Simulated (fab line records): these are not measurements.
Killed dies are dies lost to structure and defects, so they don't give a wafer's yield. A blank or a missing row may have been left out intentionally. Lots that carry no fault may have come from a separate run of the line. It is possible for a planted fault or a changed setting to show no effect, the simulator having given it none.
Code-filled problem report in 8D (eight disciplines) form    flow sky130    the parts of the form that need people (team, actions taken, sign-off) are left out

== 1. THE PROBLEM ==
time-to-endpoint-s at SKY_FIELD_ISO_CMP_27 reads a mean of 58 s on 1 wafer of 1 lot; wafers without a fault read 112 s with a standard deviation of 4.3. Relative to the usual mean, that is a shift of -13 standard deviations.
The step: polishes, stops on Si3N4, t overpolish 16 s, target thk 457.8 nm.
Earliest sighting: wafer L119.2 on cmp-01 at day 7 10:09. Wafers with a number at this step in the record: 36, from 12 lots. Rule for "out", or "out of limits": more than 4 standard deviations from the usual mean. Any other wafer with a number is counted as sound.

== 2. WHAT IT IS; WHAT IT IS NOT ==
question                     is                  is not
which readings at this step  time-to-endpoint-s  motor-current-A, overpolish-run-s, platen-rpm, retaining-ring-pressure-frac
which lots                   L119                L101, L103, L105, L106, L108, L109, L114, L115, L120, L997, L998
which wafers of those lots   L119.2              L119.4, L119.6
read on which tools          cmp-01              cmp-02
when                         from day 7 10:09    up to then (32 sound wafers); but 3 sound wafers of L120 came after

== 3. SUSPECTS, AND WHAT RULES EACH OUT ==
Counting: any tool at a process step up to the reading remains a suspect provided it ran every lot that is out. Sound lots after the first of them don't rule it out here, since some wafers of a struck lot are sound.
- cmp-01 at SKY_FIELD_ISO_CMP_27 (polishes, stops on Si3N4, t overpolish 16 s, target thk 457.8 nm): kept. The lot that is out, L119, ran on it at day 7 10:09; the last sound lot it ran before that was L109, at day 5 03:31. Its own readings are out on those wafers: time-to-endpoint-s.
- cmp-01, SKY_FIELD_ISO_CMP_27: wafers that are out in chamber 0, sound lot-mates in chambers 2, 3.
After counting, what remains is cmp-01 at SKY_FIELD_ISO_CMP_27.

== 4. THE CAUSE (what the simulator had put in) ==
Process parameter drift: cmp-01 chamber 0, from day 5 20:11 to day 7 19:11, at SKY_FIELD_ISO_CMP_27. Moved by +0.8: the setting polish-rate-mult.
After counting, this tool was the only one left.

== 5. THE EFFECT CHAIN, in route order ==
Each row: a reading where the mean over the struck wafers with a number is more than 3 standard deviations away from the usual. Only readings whose record carries a usual standard deviation are examined. hours: median over the lots of the time between each lot's start at the first step of this table that gives one and its start at this step. sigmas: the change, counted in usual standard deviations.
hours  step                  reading             usual  on struck wafers  change  sigmas
0      SKY_FIELD_ISO_CMP_27  time-to-endpoint-s  112 s  58                -54     -13
Its process steps:
- SKY_FIELD_ISO_CMP_27: polishes, stops on Si3N4, t overpolish 16 s, target thk 457.8 nm.
Later measuring or inspecting steps at which every struck wafer that the step has a row for has a number for every such reading, and none has moved that far: SKY_PWDE_OVL_MEAS_07.

== 6. HOW IT WOULD HAVE BEEN CAUGHT EARLIER ==
In this record no reading fell out of limits until day 7 10:09, 38 hours after the fault had begun at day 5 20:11.
